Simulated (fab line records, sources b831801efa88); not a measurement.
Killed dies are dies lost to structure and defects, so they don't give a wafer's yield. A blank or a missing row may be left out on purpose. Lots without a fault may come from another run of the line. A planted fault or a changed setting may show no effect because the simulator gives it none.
Which tool did it? | flow sky130 | 11 lots, 31 wafers sampled, at 6 steps of a route of 708

WHAT THE GAUGES READ, wafer by wafer
SKY_SD_N_RS_MEAS_17: measures by four-point-probe.
lot  | measured     | on            | SD_P_RS (ohm/sq)
L130 | day 28 22:38 | film_metro-01 | 147.0 147.4 146.5
L137 | day 30 23:18 | film_metro-01 | 147.8 148.0
L138 | day 31 10:59 | film_metro-03 | 147.8 147.7 147.3
L139 | day 31 14:39 | film_metro-03 | 147.7 147.9
L141 | day 32 05:19 | film_metro-03 | 147.3 147.2 147.5
L142 | day 32 14:59 | film_metro-01 | 146.7 146.7 146.8
L143 | day 33 05:54 | film_metro-03 | 147.4 146.9 147.6
L148 | day 34 12:44 | film_metro-03 | 147.4 147.6 147.6
L149 | day 34 16:53 | film_metro-01 | 147.7 147.5 147.8
L150 | day 35 02:17 | film_metro-03 | 147.8 147.7 147.9
L151 | day 35 09:33 | film_metro-04 | 146.9 147.0 146.5

SKY_LOCAL_INTERCONNECT_RS_MEAS_01: measures by four-point-probe.
lot  | measured     | on            | LOCAL_INTERCONNECT_TIN_RS (ohm/sq)
L130 | day 30 04:34 | film_metro-01 | 14.10 14.26 14.30
L137 | day 32 04:44 | film_metro-03 | 12.77 12.94
L138 | day 32 16:28 | film_metro-03 | 12.60 14.03 13.97
L139 | day 32 19:43 | film_metro-01 | 12.56 14.09
L141 | day 33 10:19 | film_metro-01 | 14.06 14.13 14.20
L142 | day 33 19:34 | film_metro-01 | 14.11 14.03 14.17
L143 | day 34 09:24 | film_metro-02 | 14.37 14.25 14.26
L148 | day 35 16:59 | film_metro-01 | 14.00 13.94 14.03
L149 | day 35 21:49 | film_metro-01 | 14.13 14.17 14.16
L150 | day 36 06:35 | film_metro-03 | 14.31 14.16 14.13
L151 | day 36 13:40 | film_metro-02 | 14.22 14.21 14.11

SKY_LOCAL_INTERCONNECT_THK_MEAS_02: measures by xrf.
lot  | measured     | on            | LOCAL_INTERCONNECT_TIN_THK (nm)
L130 | day 30 04:40 | film_metro-01 | 100.1 99.0 98.6
L137 | day 32 04:52 | film_metro-03 | 109.5 108.5
L138 | day 32 16:35 | film_metro-03 | 110.8 100.1 100.5
L139 | day 32 19:50 | film_metro-01 | 110.7 99.3
L141 | day 33 10:25 | film_metro-01 | 100.0 99.8 99.5
L142 | day 33 19:41 | film_metro-01 | 99.2 99.9 99.6
L143 | day 34 09:29 | film_metro-02 | 97.9 99.3 99.2
L148 | day 35 17:07 | film_metro-01 | 100.3 100.7 100.5
L149 | day 35 21:56 | film_metro-01 | 99.3 99.2 99.5
L150 | day 36 06:41 | film_metro-03 | 98.3 99.1 99.8
L151 | day 36 13:47 | film_metro-02 | 99.2 99.1 99.5

SKY_LOCAL_INTERCONNECT_OVL_MEAS_12.
lot  | measured     | on         | LOCAL_INTERCONNECT_OVL (nm)
L130 | day 31 08:39 | overlay-01 | -5 1 -2
L137 | day 33 07:43 | overlay-01 | 1 -10
L138 | day 33 18:23 | overlay-01 | 1 -7 2
L139 | day 33 22:41 | overlay-01 | 5 4
L141 | day 34 12:58 | overlay-02 | -2 1 -2
L142 | day 34 21:56 | overlay-02 | -16 -13 -7
L143 | day 35 11:52 | overlay-01 | 6 2 1
L148 | day 36 19:25 | overlay-02 | -7 -6 -9
L149 | day 36 23:53 | overlay-01 | -12 -3 -4
L150 | day 37 08:39 | overlay-02 | 3 -5 -6
L151 | day 37 15:04 | overlay-02 | -3 3 1

WHICH TOOL RAN EACH LOT (tool, then ch and the chambers of the sampled wafers, then the start)
lot  | SKY_LI_CONTACT_ETCH_14             | SKY_LOCAL_INTERCONNECT_SPUTTER_00
L130 | rie_diel-03 ch 1,2,3, day 30 03:14 | pvd_sputter-01, day 30 04:28
L137 | rie_diel-03 ch 0,3, day 32 03:29   | pvd_sputter-01, day 32 04:40
L138 | rie_diel-03 ch 0,1,3, day 32 15:14 | pvd_sputter-01, day 32 16:25
L139 | rie_diel-04 ch 0,2, day 32 18:29   | pvd_sputter-01, day 32 19:38
L141 | rie_diel-03 ch 0,2,3, day 33 09:02 | pvd_sputter-03, day 33 10:13
L142 | rie_diel-04 ch 1,2,3, day 33 18:07 | pvd_sputter-02, day 33 19:30
L143 | rie_diel-04 ch 0,1,2, day 34 08:07 | pvd_sputter-02, day 34 09:17
L148 | rie_diel-01 ch 1,3, day 35 15:45   | pvd_sputter-01, day 35 16:56
L149 | rie_diel-03 ch 0,1,3, day 35 20:32 | pvd_sputter-01, day 35 21:45
L150 | rie_diel-01 ch 0,2,3, day 36 05:20 | pvd_sputter-01, day 36 06:29
L151 | rie_diel-03 ch 0,1,3, day 36 12:26 | pvd_sputter-01, day 36 13:35
- SKY_LI_CONTACT_ETCH_14: etches BARC in N2/H2, stops on SiO2, time 45.9 s, target depth 60 nm.
- SKY_LOCAL_INTERCONNECT_SPUTTER_00: material TiN, target thk 100 nm, time 83.3 s.

WHAT THE TOOLS THEMSELVES READ (means of the sampled wafers that have a number; where no wafer has one, the mark that the record gives instead)
SKY_LI_CONTACT_ETCH_14.
lot  | tool        | chamber_pressure_mTorr (mTorr) | drypump_motor_current_A (A) | oes_product_au (a.u.) | throttle_valve_pct (%)
L130 | rie_diel-03 | 29.989                         | 6.0                         | 0.855                 | 13.217
L137 | rie_diel-03 | 29.971                         | 6.2                         | 0.857                 | 13.229
L138 | rie_diel-03 | 30.026                         | 6.1                         | 0.851                 | 13.225
L139 | rie_diel-04 | 30.001                         | 5.8                         | 0.845                 | 13.227
L141 | rie_diel-03 | 29.986                         | 6.1                         | 0.852                 | 13.223
L142 | rie_diel-04 | 30.001                         | 5.5                         | 0.851                 | 13.224
L143 | rie_diel-04 | 30.013                         | 5.8                         | 0.852                 | 13.221
L148 | rie_diel-01 | 29.999                         | 5.2                         | 0.857                 | 13.222
L149 | rie_diel-03 | 30.006                         | 6.1                         | 0.855                 | 13.227
L150 | rie_diel-01 | 29.969                         | 5.3                         | 0.852                 | 13.223
L151 | rie_diel-03 | 30.025                         | 6.1                         | 0.858                 | 13.218

SKY_LOCAL_INTERCONNECT_SPUTTER_00.
lot  | tool           | throttle_valve_pct (%)
L130 | pvd_sputter-01 | 29.5
L137 | pvd_sputter-01 | 29.5
L138 | pvd_sputter-01 | 29.8
L139 | pvd_sputter-01 | 29.6
L141 | pvd_sputter-03 | 30.1
L142 | pvd_sputter-02 | 30.3
L143 | pvd_sputter-02 | 30.2
L148 | pvd_sputter-01 | 29.5
L149 | pvd_sputter-01 | 29.6
L150 | pvd_sputter-01 | 29.8
L151 | pvd_sputter-01 | 29.6

THE ANSWER, worked out from the rows above alone
Rule: what is usual is taken from the lots themselves. Put in order of their means at a reading, lots are off if they are a third of the lots or fewer, leave a main group of 4 or more, and stand apart from it by a gap of 3 or more times the standard deviation of the main group's means; of several such gaps the widest counts. A main group whose means are all the same, to the digits that the tables above print for the reading, isn't used. A lot without any number at a reading at which 4 lots or more have one is off too. The other lots that the step has rows for count as sound. The gauges are gone through in route order, then the tools' own readings, and for those a lot's mean is taken as printed above. The first step at which some lot is off is used, and at that step the reading that is off furthest; a lot without a number counts as furthest.
Off: L137, L138, L139, at SKY_LOCAL_INTERCONNECT_RS_MEAS_01 (LOCAL_INTERCONNECT_TIN_RS). The main group: mean 14.16 ohm/sq, standard deviation 0.084.
A tool fits if, at a process step before that reading, it ran every lot that is off, and no sound lot after the first of them. The gauges at SKY_LOCAL_INTERCONNECT_RS_MEAS_01 are tried like those tools. None of those tried fits.

WHAT THE SIMULATOR HAD PUT IN
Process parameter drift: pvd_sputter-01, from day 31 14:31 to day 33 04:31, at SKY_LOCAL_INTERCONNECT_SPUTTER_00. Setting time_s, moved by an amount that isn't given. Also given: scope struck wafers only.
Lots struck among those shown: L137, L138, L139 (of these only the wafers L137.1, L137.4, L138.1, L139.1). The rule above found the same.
